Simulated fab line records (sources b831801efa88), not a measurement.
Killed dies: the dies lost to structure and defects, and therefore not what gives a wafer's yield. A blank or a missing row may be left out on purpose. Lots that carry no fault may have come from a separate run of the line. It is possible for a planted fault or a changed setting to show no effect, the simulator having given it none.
fab line records ; flow gf180mcu
record: lots: 24; wafers: 72; lastDay: 34
route steps=602 shown M1@329 V1@338 V2@385 M3@412 V4@498
lots untouched by any fault: they come from a run of this same line in which no faults occurred
startH: the number of hours between the record's first day and the start of the first shown wafer of the lot ; waitH: hours from the lot's prior step to this one ; " repeats the value in the row above ; L1.1+2: a row that stands for several wafers ; - no value present, or no start provided ; * or withheld: withheld ; < > ~ a bound
route shown NAME@n: NAME is a module with steps in the file, n the number in the route of the first one ; usual: mean/standard deviation taken from wafers without a fault ; same: alike in all rows ; chamber/n: place in a boat ; sites: per-site readings ; _std_site: the standard deviation of these ; _edge_site: inner sites' mean taken away from outer sites' mean ; radiusMm: how far each site lies from the wafer's centre ; mask NAME#n: copy n ; behind: tool/chamber where the wafer was last shaped ; hold: cause of the lot's hold/its duration in hours/its outcome ; device: transistor that didn't switch, given as n, p or np ; end of line: the tests these same wafers got at the end of their route ; a step without rows: its recipe alone ; killed: dies that structure and defects cost at the first sort, which is not the same as the wafer's yield ; map: per-die view of a wafer (x killed, . not killed, _ where there is no die)
set.NAME: the run value of the setting; set.NAME@STEP: its run value at that earlier step ; model.NAME: the simulator's own value behind a step, which no gauge read
steps of the route over a sample of lots; a table a step, a row a wafer
services: when a tool's chamber went out of use (startH, in hours from the record's first day, below 0 if earlier), for how many hours, and the reason
== steps ==
step: GF_M1_CD_MEAS_14
recipe: targetCdNm: 230
usual: cdNm: 230.0/1.4
lot.wafer;tool;chamber;startH;waitH;cdNm
L074.1;cdSem-02;-;392.16;0.1;229.8
L074.5;cdSem-02;-;392.16;0.1;229.5
L074.6;cdSem-02;-;392.16;0.1;229.2
L075.2;cdSem-01;-;398.18;0.1;229.3
L075.4;cdSem-01;-;398.18;0.1;229.9
L075.5;cdSem-01;-;398.18;0.1;228.3
L076.3;cdSem-01;-;410.40;0.1;228.1
L076.4;cdSem-01;-;410.40;0.1;229.1
L076.5;cdSem-01;-;410.40;0.1;228.5
L077.1;cdSem-02;-;413.50;0.1;230.9
L077.2;cdSem-02;-;413.50;0.1;231.8
L077.6;cdSem-02;-;413.50;0.1;231.2
L079.4;cdSem-01;-;433.71;0.1;228.0
L079.5;cdSem-01;-;433.71;0.1;227.9
L079.6;cdSem-01;-;433.71;0.1;227.4
L078.1;cdSem-02;-;437.40;0.1;228.4
L078.2;cdSem-02;-;437.40;0.1;227.9
L078.3;cdSem-02;-;437.40;0.1;227.9
L080.2;cdSem-02;-;442.28;0.1;232.0
L080.4;cdSem-02;-;442.28;0.1;232.8
L080.5;cdSem-02;-;442.28;0.1;231.2
L081.2;cdSem-02;-;450.87;0.1;229.0
L081.3;cdSem-02;-;450.87;0.1;230.3
L081.6;cdSem-02;-;450.87;0.1;230.8
L082.1;cdSem-01;-;459.41;0.1;230.1
L082.3;cdSem-01;-;459.41;0.1;231.2
L082.5;cdSem-01;-;459.41;0.1;229.9
L083.1;cdSem-02;-;477.45;0.1;229.2
L083.3;cdSem-02;-;477.45;0.1;229.2
L083.5;cdSem-02;-;477.45;0.1;228.8
L084.2;cdSem-01;-;485.13;0.1;231.7
L084.4;cdSem-01;-;485.13;0.1;230.9
L084.5;cdSem-01;-;485.13;0.1;231.0
L085.3;cdSem-02;-;494.30;0.1;229.0
L085.4;cdSem-02;-;494.30;0.1;228.8
L085.6;cdSem-02;-;494.30;0.1;228.5
L086.1;cdSem-02;-;496.56;0.1;228.4
L086.5;cdSem-02;-;496.56;0.1;229.2
L086.6;cdSem-02;-;496.56;0.1;228.2
L087.1;cdSem-01;-;512.41;0.1;232.8
L087.4;cdSem-01;-;512.41;0.1;232.9
L087.5;cdSem-01;-;512.41;0.1;232.6
L088.1;cdSem-01;-;520.55;0.1;231.7
L088.3;cdSem-01;-;520.55;0.1;231.9
L088.4;cdSem-01;-;520.55;0.1;231.6
L089.2;cdSem-02;-;529.88;0.1;229.0
L089.4;cdSem-02;-;529.88;0.1;228.5
L089.5;cdSem-02;-;529.88;0.1;228.7
L090.2;cdSem-02;-;530.23;0.1;231.8
L090.5;cdSem-02;-;530.23;0.1;232.1
L090.6;cdSem-02;-;530.23;0.1;231.6
L091.2;cdSem-01;-;541.18;0.1;230.7
L091.4;cdSem-01;-;541.18;0.1;228.8
L091.6;cdSem-01;-;541.18;0.1;229.9
L092.1;cdSem-01;-;548.86;0.1;231.3
L092.3;cdSem-01;-;548.86;0.1;231.0
L092.6;cdSem-01;-;548.86;0.1;230.4
L093.4;cdSem-02;-;554.77;0.1;231.2
L093.5;cdSem-02;-;554.77;0.1;230.2
L093.6;cdSem-02;-;554.77;0.1;230.9
L094.1;cdSem-02;-;566.96;0.1;230.9
L094.2;cdSem-02;-;566.96;0.1;229.6
L094.3;cdSem-02;-;566.96;0.1;230.0
L095.2;cdSem-02;-;568.22;0.2;227.9
L095.3;cdSem-02;-;568.22;0.2;229.7
L095.4;cdSem-02;-;568.22;0.2;228.8
L096.2;cdSem-01;-;578.07;0.1;229.5
L096.4;cdSem-01;-;578.07;0.1;229.8
L096.6;cdSem-01;-;578.07;0.1;228.2
L097.2;cdSem-01;-;581.68;0.1;232.3
L097.5;cdSem-01;-;581.68;0.1;231.7
L097.6;cdSem-01;-;581.68;0.1;231.2
step: GF_V1_THK_MEAS_03
recipe: reads: SiO2_of_V1_CVD_02
usual: V1_CVD_02_THK: 846/12
lot.wafer;tool;chamber;startH;waitH;V1_CVD_02_THK[nm]
L074.1;filmMetro-03;-;393.20;0.0;834
L074.5;filmMetro-03;-;393.20;0.0;861
L074.6;filmMetro-03;-;393.20;0.0;840
L075.2;filmMetro-03;-;399.18;0.0;837
L075.4;filmMetro-03;-;399.18;0.0;845
L075.5;filmMetro-03;-;399.18;0.0;856
L076.3;filmMetro-04;-;411.45;0.1;831
L076.4;filmMetro-04;-;411.45;0.1;859
L076.5;filmMetro-04;-;411.45;0.1;860
L077.1;filmMetro-03;-;414.52;0.0;841
L077.2;filmMetro-03;-;414.52;0.0;827
L077.6;filmMetro-03;-;414.52;0.0;852
L079.4;filmMetro-03;-;434.79;0.0;859
L079.5;filmMetro-03;-;434.79;0.0;861
L079.6;filmMetro-03;-;434.79;0.0;848
L078.1;filmMetro-04;-;438.44;0.0;844
L078.2;filmMetro-04;-;438.44;0.0;848
L078.3;filmMetro-04;-;438.44;0.0;834
L080.2;filmMetro-04;-;443.29;0.0;847
L080.4;filmMetro-04;-;443.29;0.0;839
L080.5;filmMetro-04;-;443.29;0.0;848
L081.2;filmMetro-03;-;451.88;0.0;851
L081.3;filmMetro-03;-;451.88;0.0;828
L081.6;filmMetro-03;-;451.88;0.0;848
L082.1;filmMetro-01;-;460.45;0.0;844
L082.3;filmMetro-01;-;460.45;0.0;829
L082.5;filmMetro-01;-;460.45;0.0;848
L083.1;filmMetro-04;-;478.49;0.0;833
L083.3;filmMetro-04;-;478.49;0.0;864
L083.5;filmMetro-04;-;478.49;0.0;844
L084.2;filmMetro-01;-;486.12;0.0;833
L084.4;filmMetro-01;-;486.12;0.0;857
L084.5;filmMetro-01;-;486.12;0.0;845
L085.3;filmMetro-03;-;495.37;0.1;838
L085.4;filmMetro-03;-;495.37;0.1;854
L085.6;filmMetro-03;-;495.37;0.1;870
L086.1;filmMetro-04;-;497.60;0.0;854
L086.5;filmMetro-04;-;497.60;0.0;872
L086.6;filmMetro-04;-;497.60;0.0;854
L087.1;filmMetro-03;-;513.48;0.0;833
L087.4;filmMetro-03;-;513.48;0.0;848
L087.5;filmMetro-03;-;513.48;0.0;835
L088.1;filmMetro-03;-;521.56;0.0;856
L088.3;filmMetro-03;-;521.56;0.0;837
L088.4;filmMetro-03;-;521.56;0.0;856
L089.2;filmMetro-04;-;530.92;0.0;866
L089.4;filmMetro-04;-;530.92;0.0;865
L089.5;filmMetro-04;-;530.92;0.0;859
L090.2;filmMetro-04;-;531.22;0.0;853
L090.5;filmMetro-04;-;531.22;0.0;838
L090.6;filmMetro-04;-;531.22;0.0;864
L091.2;filmMetro-01;-;542.28;0.0;831
L091.4;filmMetro-01;-;542.28;0.0;853
L091.6;filmMetro-01;-;542.28;0.0;845
L092.1;filmMetro-01;-;549.95;0.0;831
L092.3;filmMetro-01;-;549.95;0.0;827
L092.6;filmMetro-01;-;549.95;0.0;839
L093.4;filmMetro-03;-;555.78;0.0;856
L093.5;filmMetro-03;-;555.78;0.0;850
L093.6;filmMetro-03;-;555.78;0.0;848
L094.1;filmMetro-04;-;568.37;0.0;838
L094.2;filmMetro-04;-;568.37;0.0;835
L094.3;filmMetro-04;-;568.37;0.0;861
L095.2;filmMetro-04;-;569.22;0.0;843
L095.3;filmMetro-04;-;569.22;0.0;859
L095.4;filmMetro-04;-;569.22;0.0;874
L096.2;filmMetro-01;-;579.07;0.0;841
L096.4;filmMetro-01;-;579.07;0.0;856
L096.6;filmMetro-01;-;579.07;0.0;835
L097.2;filmMetro-04;-;582.69;0.0;830
L097.5;filmMetro-04;-;582.69;0.0;855
L097.6;filmMetro-04;-;582.69;0.0;852
step: GF_V2_THK_MEAS_03
recipe: reads: SiO2_of_V2_CVD_02
usual: V2_CVD_02_THK: 846/14
lot.wafer;tool;chamber;startH;waitH;V2_CVD_02_THK[nm]
L074.1;filmMetro-04;-;444.08;0.0;853
L074.5;filmMetro-04;-;444.08;0.0;863
L074.6;filmMetro-04;-;444.08;0.0;870
L075.2;filmMetro-03;-;450.26;0.0;819
L075.4;filmMetro-03;-;450.26;0.0;845
L075.5;filmMetro-03;-;450.26;0.0;849
L076.3;filmMetro-04;-;463.70;0.1;810
L076.4;filmMetro-04;-;463.70;0.1;846
L076.5;filmMetro-04;-;463.70;0.1;824
L077.1;filmMetro-02;-;465.85;0.0;854
L077.2;filmMetro-02;-;465.85;0.0;843
L077.6;filmMetro-02;-;465.85;0.0;864
L079.4;filmMetro-02;-;487.07;0.0;848
L079.5;filmMetro-02;-;487.07;0.0;841
L079.6;filmMetro-02;-;487.07;0.0;861
L078.1;filmMetro-02;-;490.57;0.0;839
L078.2;filmMetro-02;-;490.57;0.0;849
L078.3;filmMetro-02;-;490.57;0.0;838
L080.2;filmMetro-03;-;494.92;0.0;849
L080.4;filmMetro-03;-;494.92;0.0;844
L080.5;filmMetro-03;-;494.92;0.0;860
L081.2;filmMetro-03;-;507.61;0.0;848
L081.3;filmMetro-03;-;507.61;0.0;818
L081.6;filmMetro-03;-;507.61;0.0;834
L082.1;filmMetro-04;-;510.80;0.0;837
L082.3;filmMetro-04;-;510.80;0.0;831
L082.5;filmMetro-04;-;510.80;0.0;846
L083.1;filmMetro-04;-;529.09;0.0;837
L083.3;filmMetro-04;-;529.09;0.0;841
L083.5;filmMetro-04;-;529.09;0.0;859
L084.2;filmMetro-02;-;535.02;0.0;848
L084.4;filmMetro-02;-;535.02;0.0;858
L084.5;filmMetro-02;-;535.02;0.0;846
L085.3;filmMetro-04;-;543.52;0.1;853
L085.4;filmMetro-04;-;543.52;0.1;879
L085.6;filmMetro-04;-;543.52;0.1;870
L086.1;filmMetro-03;-;547.22;0.0;815
L086.5;filmMetro-03;-;547.22;0.0;861
L086.6;filmMetro-03;-;547.22;0.0;828
L087.1;filmMetro-02;-;562.01;0.0;851
L087.4;filmMetro-02;-;562.01;0.0;867
L087.5;filmMetro-02;-;562.01;0.0;846
L088.1;filmMetro-03;-;570.70;0.0;824
L088.3;filmMetro-03;-;570.70;0.0;839
L088.4;filmMetro-03;-;570.70;0.0;842
L089.2;filmMetro-03;-;578.98;0.0;838
L089.4;filmMetro-03;-;578.98;0.0;855
L089.5;filmMetro-03;-;578.98;0.0;860
L090.2;filmMetro-04;-;580.12;0.0;840
L090.5;filmMetro-04;-;580.12;0.0;856
L090.6;filmMetro-04;-;580.12;0.0;846
L091.2;filmMetro-02;-;590.34;0.0;845
L091.4;filmMetro-02;-;590.34;0.0;844
L091.6;filmMetro-02;-;590.34;0.0;856
L092.1;filmMetro-04;-;597.55;0.0;840
L092.3;filmMetro-04;-;597.55;0.0;806
L092.6;filmMetro-04;-;597.55;0.0;834
L093.4;filmMetro-03;-;603.14;0.0;847
L093.5;filmMetro-03;-;603.14;0.0;847
L093.6;filmMetro-03;-;603.14;0.0;842
L094.1;filmMetro-04;-;614.71;0.0;835
L094.2;filmMetro-04;-;614.71;0.0;833
L094.3;filmMetro-04;-;614.71;0.0;845
L095.2;filmMetro-04;-;615.04;0.0;846
L095.3;filmMetro-04;-;615.04;0.0;829
L095.4;filmMetro-04;-;615.04;0.0;864
L096.2;filmMetro-02;-;624.10;0.0;835
L096.4;filmMetro-02;-;624.10;0.0;850
L096.6;filmMetro-02;-;624.10;0.0;868
L097.2;filmMetro-04;-;627.27;0.0;854
L097.5;filmMetro-04;-;627.27;0.0;858
L097.6;filmMetro-04;-;627.27;0.0;839
step: GF_V2_CVD_23
recipe: material: W; targetThkNm: 350; timeS: 104.94; tempC: 400; pressureTorr: 40
usual: heaterPowerW: 889/62
lot.wafer;tool;chamber;startH;waitH;heaterPowerW
L074.1;cvdW-02;1;469.66;0.0;800
L074.5;cvdW-02;0;469.66;0.0;917
L074.6;cvdW-02;1;469.66;0.0;797
L075.2;cvdW-02;1;475.91;0.0;790
L075.4;cvdW-02;1;475.91;0.0;792
L075.5;cvdW-02;0;475.91;0.0;936
L076.3;cvdW-01;1;489.17;0.1;887
L076.4;cvdW-01;0;489.17;0.1;946
L076.5;cvdW-01;0;489.17;0.1;953
L077.1;cvdW-01;1;491.20;0.0;867
L077.2;cvdW-01;0;491.20;0.0;933
L077.6;cvdW-01;0;491.20;0.0;937
L079.4;cvdW-01;0;511.77;0.1;926
L079.5;cvdW-01;0;511.77;0.1;934
L079.6;cvdW-01;1;511.77;0.1;858
L078.1;cvdW-02;0;515.61;0.0;962
L078.2;cvdW-02;1;515.61;0.0;809
L078.3;cvdW-02;1;515.61;0.0;790
L080.2;cvdW-02;0;519.25;0.0;952
L080.4;cvdW-02;0;519.25;0.0;929
L080.5;cvdW-02;1;519.25;0.0;791
L081.2;cvdW-01;0;531.90;0.0;929
L081.3;cvdW-01;1;531.90;0.0;855
L081.6;cvdW-01;1;531.90;0.0;874
L082.1;cvdW-02;1;534.94;0.0;803
L082.3;cvdW-02;0;534.94;0.0;958
L082.5;cvdW-02;0;534.94;0.0;930
L083.1;cvdW-02;1;552.76;0.0;785
L083.3;cvdW-02;0;552.76;0.0;967
L083.5;cvdW-02;1;552.76;0.0;801
L084.2;cvdW-02;1;559.60;0.0;803
L084.4;cvdW-02;1;559.60;0.0;792
L084.5;cvdW-02;0;559.60;0.0;953
L085.3;cvdW-01;0;567.20;0.1;945
L085.4;cvdW-01;1;567.20;0.1;885
L085.6;cvdW-01;0;567.20;0.1;941
L086.1;cvdW-02;1;570.95;0.0;781
L086.5;cvdW-02;0;570.95;0.0;932
L086.6;cvdW-02;1;570.95;0.0;780
L087.1;cvdW-02;0;585.34;0.0;960
L087.4;cvdW-02;0;585.34;0.0;936
L087.5;cvdW-02;1;585.34;0.0;821
L088.1;cvdW-02;1;594.24;0.0;787
L088.3;cvdW-02;0;594.24;0.0;934
L088.4;cvdW-02;1;594.24;0.0;794
L089.2;cvdW-01;1;601.70;0.0;872
L089.4;cvdW-01;0;601.70;0.0;956
L089.5;cvdW-01;0;601.70;0.0;930
L090.2;cvdW-01;0;602.98;0.0;938
L090.5;cvdW-01;0;602.98;0.0;948
L090.6;cvdW-01;1;602.98;0.0;863
L091.2;cvdW-01;0;612.28;0.0;942
L091.4;cvdW-01;0;612.28;0.0;958
L091.6;cvdW-01;0;612.28;0.0;961
L092.1;cvdW-02;1;620.09;0.0;777
L092.3;cvdW-02;1;620.09;0.0;758
L092.6;cvdW-02;1;620.09;0.0;792
L093.4;cvdW-01;0;625.32;0.1;964
L093.5;cvdW-01;1;625.32;0.1;854
L093.6;cvdW-01;0;625.32;0.1;919
L094.1;cvdW-01;1;636.63;0.0;873
L094.2;cvdW-01;0;636.63;0.0;954
L094.3;cvdW-01;0;636.63;0.0;957
L095.2;cvdW-01;1;636.91;0.0;856
L095.3;cvdW-01;1;636.91;0.0;874
L095.4;cvdW-01;0;636.91;0.0;928
L096.2;cvdW-01;1;645.74;0.1;848
L096.4;cvdW-01;1;645.74;0.1;883
L096.6;cvdW-01;1;645.74;0.1;880
L097.2;cvdW-01;1;648.65;0.0;886
L097.5;cvdW-01;1;648.65;0.0;874
L097.6;cvdW-01;0;648.65;0.0;931
step: GF_M3_SPUTTER_03
recipe: material: Ti; targetThkNm: 10; substrateTempC: 300; chamberPressurePa: 0.3; powerW: 3000; timeS: 6.7
usual: substrateTempC: 300.02/0.19; throttleValvePct: 29.6/0.83
lot.wafer;tool;chamber;startH;waitH;substrateTempC;throttleValvePct
L074.1;pvdSputter-01;-;470.41;0.0;299.91;29.7
L074.5;pvdSputter-01;-;470.41;0.0;299.85;30.0
L074.6;pvdSputter-01;-;470.41;0.0;299.96;31.2
L075.2;pvdSputter-04;-;476.66;0.0;300.04;30.0
L075.4;pvdSputter-04;-;476.66;0.0;300.03;28.1
L075.5;pvdSputter-04;-;476.66;0.0;300.09;29.6
L076.3;pvdSputter-03;-;489.88;0.0;300.28;30.7
L076.4;pvdSputter-03;-;489.88;0.0;300.20;29.0
L076.5;pvdSputter-03;-;489.88;0.0;300.07;28.9
L077.1;pvdSputter-01;-;491.95;0.0;299.51;30.0
L077.2;pvdSputter-01;-;491.95;0.0;300.11;29.7
L077.6;pvdSputter-01;-;491.95;0.0;300.34;29.6
L079.4;pvdSputter-03;-;512.73;0.0;300.08;28.8
L079.5;pvdSputter-03;-;512.73;0.0;299.75;29.4
L079.6;pvdSputter-03;-;512.73;0.0;299.98;31.2
L078.1;pvdSputter-03;-;516.36;0.0;300.19;29.6
L078.2;pvdSputter-03;-;516.36;0.0;299.86;31.1
L078.3;pvdSputter-03;-;516.36;0.0;300.13;30.6
L080.2;pvdSputter-03;-;520.00;0.0;299.82;28.9
L080.4;pvdSputter-03;-;520.00;0.0;299.92;29.6
L080.5;pvdSputter-03;-;520.00;0.0;300.12;29.5
L081.2;pvdSputter-04;-;532.68;0.0;299.98;28.9
L081.3;pvdSputter-04;-;532.68;0.0;300.22;30.1
L081.6;pvdSputter-04;-;532.68;0.0;299.89;28.5
L082.1;pvdSputter-04;-;536.11;0.0;299.97;29.0
L082.3;pvdSputter-04;-;536.11;0.0;300.34;29.9
L082.5;pvdSputter-04;-;536.11;0.0;299.86;28.2
L083.1;pvdSputter-04;-;553.51;0.0;300.27;28.1
L083.3;pvdSputter-04;-;553.51;0.0;300.03;29.7
L083.5;pvdSputter-04;-;553.51;0.0;300.09;29.6
L084.2;pvdSputter-01;-;560.35;0.0;300.11;30.3
L084.4;pvdSputter-01;-;560.35;0.0;300.01;29.8
L084.5;pvdSputter-01;-;560.35;0.0;299.96;29.7
L085.3;pvdSputter-01;-;567.91;0.0;299.88;31.3
L085.4;pvdSputter-01;-;567.91;0.0;300.19;29.8
L085.6;pvdSputter-01;-;567.91;0.0;300.01;31.3
L086.1;pvdSputter-04;-;571.70;0.0;300.38;28.9
L086.5;pvdSputter-04;-;571.70;0.0;300.04;28.7
L086.6;pvdSputter-04;-;571.70;0.0;299.86;29.4
L087.1;pvdSputter-04;-;586.09;0.0;300.26;29.6
L087.4;pvdSputter-04;-;586.09;0.0;300.17;29.5
L087.5;pvdSputter-04;-;586.09;0.0;299.94;29.5
L088.1;pvdSputter-01;-;594.99;0.0;299.84;31.5
L088.3;pvdSputter-01;-;594.99;0.0;299.89;29.9
L088.4;pvdSputter-01;-;594.99;0.0;299.89;30.3
L089.2;pvdSputter-03;-;602.46;0.0;299.85;29.8
L089.4;pvdSputter-03;-;602.46;0.0;299.91;28.9
L089.5;pvdSputter-03;-;602.46;0.0;299.92;30.7
L090.2;pvdSputter-04;-;603.73;0.0;299.72;29.6
L090.5;pvdSputter-04;-;603.73;0.0;299.98;28.7
L090.6;pvdSputter-04;-;603.73;0.0;299.90;28.9
L091.2;pvdSputter-04;-;613.03;0.0;300.22;29.8
L091.4;pvdSputter-04;-;613.03;0.0;299.98;29.7
L091.6;pvdSputter-04;-;613.03;0.0;300.24;28.8
L092.1;pvdSputter-04;-;620.84;0.0;300.48;29.4
L092.3;pvdSputter-04;-;620.84;0.0;300.13;29.8
L092.6;pvdSputter-04;-;620.84;0.0;299.54;28.8
L093.4;pvdSputter-04;-;626.04;0.0;300.13;29.6
L093.5;pvdSputter-04;-;626.04;0.0;299.85;30.0
L093.6;pvdSputter-04;-;626.04;0.0;300.35;28.6
L094.1;pvdSputter-04;-;637.38;0.0;300.02;28.0
L094.2;pvdSputter-04;-;637.38;0.0;299.82;28.8
L094.3;pvdSputter-04;-;637.38;0.0;299.99;29.5
L095.2;pvdSputter-03;-;637.66;0.0;300.02;29.5
L095.3;pvdSputter-03;-;637.66;0.0;299.96;30.6
L095.4;pvdSputter-03;-;637.66;0.0;300.02;31.4
L096.2;pvdSputter-01;-;646.49;0.0;300.22;30.2
L096.4;pvdSputter-01;-;646.49;0.0;300.11;31.1
L096.6;pvdSputter-01;-;646.49;0.0;299.92;30.3
L097.2;pvdSputter-04;-;649.40;0.0;299.95;28.2
L097.5;pvdSputter-04;-;649.40;0.0;300.02;28.4
L097.6;pvdSputter-04;-;649.40;0.0;300.17;29.7
step: GF_V4_SPUTTER_22
recipe: material: TiN; targetThkNm: 10; chamberPressurePa: 5; powerW: 4000; timeS: 40
usual: throttleValvePct: 30.1/0.92
lot.wafer;tool;chamber;startH;waitH;throttleValvePct
L074.1;pvdSputter-03;-;569.31;0.0;28.7
L074.5;pvdSputter-03;-;569.31;0.0;31.2
L074.6;pvdSputter-03;-;569.31;0.0;29.7
L075.2;pvdSputter-03;-;574.73;0.0;29.1
L075.4;pvdSputter-03;-;574.73;0.0;29.5
L075.5;pvdSputter-03;-;574.73;0.0;31.0
L076.3;pvdSputter-01;-;586.22;0.0;30.3
L076.4;pvdSputter-01;-;586.22;0.0;29.5
L076.5;pvdSputter-01;-;586.22;0.0;30.4
L077.1;pvdSputter-01;-;590.32;0.0;29.5
L077.2;pvdSputter-01;-;590.32;0.0;29.8
L077.6;pvdSputter-01;-;590.32;0.0;31.6
L079.4;pvdSputter-03;-;607.61;0.0;30.4
L079.5;pvdSputter-03;-;607.61;0.0;28.7
L079.6;pvdSputter-03;-;607.61;0.0;29.7
L078.1;pvdSputter-03;-;610.18;0.0;29.1
L078.2;pvdSputter-03;-;610.18;0.0;29.5
L078.3;pvdSputter-03;-;610.18;0.0;31.0
L080.2;pvdSputter-03;-;612.73;0.0;30.5
L080.4;pvdSputter-03;-;612.73;0.0;31.3
L080.5;pvdSputter-03;-;612.73;0.0;30.7
L081.2;pvdSputter-01;-;625.93;0.0;31.1
L081.3;pvdSputter-01;-;625.93;0.0;29.6
L081.6;pvdSputter-01;-;625.93;0.0;30.6
L082.1;pvdSputter-03;-;630.49;0.0;30.9
L082.3;pvdSputter-03;-;630.49;0.0;29.4
L082.5;pvdSputter-03;-;630.49;0.0;31.4
L083.1;pvdSputter-01;-;644.24;0.0;29.7
L083.3;pvdSputter-01;-;644.24;0.0;29.7
L083.5;pvdSputter-01;-;644.24;0.0;30.4
L084.2;pvdSputter-03;-;650.31;0.0;30.6
L084.4;pvdSputter-03;-;650.31;0.0;31.1
L084.5;pvdSputter-03;-;650.31;0.0;29.4
L085.3;pvdSputter-03;-;656.26;0.0;31.1
L085.4;pvdSputter-03;-;656.26;0.0;31.3
L085.6;pvdSputter-03;-;656.26;0.0;30.4
L086.1;pvdSputter-01;-;659.69;0.0;30.3
L086.5;pvdSputter-01;-;659.69;0.0;29.8
L086.6;pvdSputter-01;-;659.69;0.0;31.4
L087.1;pvdSputter-02;-;674.28;0.0;29.7
L087.4;pvdSputter-02;-;674.28;0.0;30.4
L087.5;pvdSputter-02;-;674.28;0.0;29.3
L088.1;pvdSputter-03;-;681.31;0.0;29.5
L088.3;pvdSputter-03;-;681.31;0.0;29.0
L088.4;pvdSputter-03;-;681.31;0.0;30.4
L089.2;pvdSputter-02;-;686.56;0.0;28.9
L089.4;pvdSputter-02;-;686.56;0.0;28.2
L089.5;pvdSputter-02;-;686.56;0.0;28.9
L090.2;pvdSputter-01;-;689.44;0.0;30.1
L090.5;pvdSputter-01;-;689.44;0.0;31.4
L090.6;pvdSputter-01;-;689.44;0.0;30.2
L091.2;pvdSputter-03;-;697.83;0.0;29.7
L091.4;pvdSputter-03;-;697.83;0.0;29.1
L091.6;pvdSputter-03;-;697.83;0.0;30.7
L092.1;pvdSputter-03;-;703.90;0.0;30.6
L092.3;pvdSputter-03;-;703.90;0.0;29.5
L092.6;pvdSputter-03;-;703.90;0.0;28.8
L093.4;pvdSputter-03;-;709.49;0.0;31.4
L093.5;pvdSputter-03;-;709.49;0.0;29.7
L093.6;pvdSputter-03;-;709.49;0.0;29.0
L094.1;pvdSputter-02;-;719.24;0.0;28.2
L094.2;pvdSputter-02;-;719.24;0.0;29.3
L094.3;pvdSputter-02;-;719.24;0.0;30.8
L095.2;pvdSputter-02;-;719.58;0.0;28.5
L095.3;pvdSputter-02;-;719.58;0.0;30.6
L095.4;pvdSputter-02;-;719.58;0.0;28.8
L096.2;pvdSputter-01;-;727.39;0.0;31.3
L096.4;pvdSputter-01;-;727.39;0.0;30.2
L096.6;pvdSputter-01;-;727.39;0.0;30.0
L097.2;pvdSputter-02;-;729.46;0.0;30.7
L097.5;pvdSputter-02;-;729.46;0.0;29.2
L097.6;pvdSputter-02;-;729.46;0.0;28.3
== services ==
tool;chamber;startH;hours;kind
pvdSputter-04;-;453.25;3.9;repair
pvdSputter-02;-;467.07;4.9;repair
pvdSputter-03;0;467.88;-;consumableReplace:kit
pvdSputter-03;0;467.88;18.0;scheduledDown
pvdSputter-03;0;467.88;18.0;ventCycle
cvdW-01;-;470.11;0.5;repair
pvdSputter-04;3;479.57;-;consumableReplace:kit
pvdSputter-03;-;495.87;2.6;repair
cvdW-01;0;498.76;2.9;repair
pvdSputter-01;2;506.76;-;consumableReplace:kit
pvdSputter-01;2;506.76;18.0;scheduledDown
pvdSputter-01;2;506.76;18.0;ventCycle
pvdSputter-01;-;512.83;7.4;repair
pvdSputter-04;-;516.07;3.1;repair
pvdSputter-03;-;530.80;7.7;repair
pvdSputter-01;-;531.37;2.5;repair
pvdSputter-03;-;553.62;14.8;repair
pvdSputter-02;-;616.88;3.5;repair
cvdW-02;-;632.32;14.6;pm
pvdSputter-03;3;645.79;-;consumableReplace:kit
pvdSputter-03;3;645.79;18.0;scheduledDown
pvdSputter-03;3;645.79;18.0;ventCycle
pvdSputter-01;-;682.93;2.6;repair
cvdW-01;1;719.97;3.7;repair
== key ==
fault none
